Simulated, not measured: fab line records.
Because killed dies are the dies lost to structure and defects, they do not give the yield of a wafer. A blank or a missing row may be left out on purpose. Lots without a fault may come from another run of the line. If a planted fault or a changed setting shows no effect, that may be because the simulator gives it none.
The tool behind it: which one?    flow gf180mcu    13 lots with 39 wafers sampled at 3 steps, on a route of 602 steps

== WHAT EACH GAUGE READ, for each wafer ==
GF_HV_LDD_TW_MEAS_38. Usual: HV_LDD_3_TW gives 1459 (standard deviation 15).
lot   measured      on            HV_LDD_3_TW     flag
L433  day 12 04:16  filmMetro-01  1435 1441 1436  
L434  day 12 11:49  filmMetro-01  1439 1438 1437  
L436  day 13 05:50  filmMetro-04  1472 1471 1471  
L437  day 13 13:55  filmMetro-04  1469 1474 1471  
L438  day 13 21:26  filmMetro-03  1462 1446 1461  
L439  day 14 08:16  filmMetro-01  1454 1448 1443  
L440  day 14 12:10  filmMetro-03  1451 1468 1456  
L441  day 14 22:34  filmMetro-01  1437 1450 1449  
L445  day 16 02:11  filmMetro-04  1590 1587 1594  OFF
L448  day 17 07:56  filmMetro-01  1541 1546 1543  OFF
L450  day 17 21:14  filmMetro-03  1465 1479 1474  
L453  day 19 03:35  filmMetro-03  1462 1458 1463  
L454  day 19 03:39  filmMetro-04  1488 1478 1483  

GF_HV_LDD_RS_MEAS_53: uses a four-point probe to measure. Usual: HV_LDD_RS gives 418.1 ohm/sq (standard deviation 0.92).
lot   measured      on            HV_LDD_RS (ohm/sq)  flag
L433  day 12 23:59  filmMetro-04  417.1 417.3 416.6   
L434  day 13 08:02  filmMetro-01  417.9 419.7 418.7   
L436  day 14 02:31  filmMetro-03  419.3 419.5 418.3   
L437  day 14 11:00  filmMetro-03  418.6 417.7 418.7   
L438  day 14 18:28  filmMetro-01  416.0 417.3 416.3   
L439  day 15 04:48  filmMetro-04  419.7 418.2 418.7   
L440  day 15 08:12  filmMetro-01  416.2 416.8 416.0   
L441  day 15 20:02  filmMetro-04  419.0 419.2 418.8   
L445  day 17 00:32  filmMetro-03  398.1 399.4 398.9   OFF
L448  day 18 07:23  filmMetro-04  399.6 401.1 400.4   OFF
L450  day 18 21:33  filmMetro-01  417.0 418.2 417.5   
L453  day 20 04:43  filmMetro-01  416.4 417.0 417.7   
L454  day 20 04:50  filmMetro-03  418.5 418.6 418.4   

== WHAT TOOL EACH LOT RAN ON (gives the tool, then ch and the chambers of the sampled wafers, and finally the start) ==
lot   GF_HV_LDD_IMPLANT_35
L433  implanter-04 ch 0, day 12 03:52
L434  implanter-04 ch 0, day 12 11:25
L436  implanter-02 ch 0, day 13 05:26
L437  implanter-03 ch 0, day 13 13:31
L438  implanter-04 ch 0, day 13 21:02
L439  implanter-04 ch 0, day 14 07:52
L440  implanter-04 ch 0, day 14 11:46
L441  implanter-04 ch 0, day 14 22:10
L445  implanter-02 ch 0, day 16 01:28
L448  implanter-03 ch 0, day 17 07:13
L450  implanter-02 ch 0, day 17 20:53
L453  implanter-03 ch 0, day 19 03:11
L454  implanter-02 ch 0, day 19 03:17
- GF_HV_LDD_IMPLANT_35

== AS READ BY THE TOOLS THEMSELVES (means over the sampled wafers that have a number; for cases with no such wafer, the mark the record gives instead) ==
The record holds no such reading with a usual standard deviation.

== THE ANSWER, worked out from the rows above alone ==
Rule: a lot is off if the mean of its wafers that have a number lies more than 3 standard deviations from the usual mean. Also off: a lot with no number at a reading for which 4 or more lots have one. All remaining lots with rows at the step are treated as sound. The gauges are gone through in route order, then the tools' own readings, and for those a lot's mean is taken as printed above. At the first step where some lot is off, the reading lying furthest off is the one used; lots without a number count as furthest.
Off: L445, L448, at GF_HV_LDD_TW_MEAS_38 (HV_LDD_3_TW).
If a tool, at a process step before that reading, ran all the lots that are off and no sound lot after the first of them, it fits. Gauges at GF_HV_LDD_TW_MEAS_38: tried the same way as those tools. No candidate that was tried fits.

== WHAT WAS PUT IN BY THE SIMULATOR ==
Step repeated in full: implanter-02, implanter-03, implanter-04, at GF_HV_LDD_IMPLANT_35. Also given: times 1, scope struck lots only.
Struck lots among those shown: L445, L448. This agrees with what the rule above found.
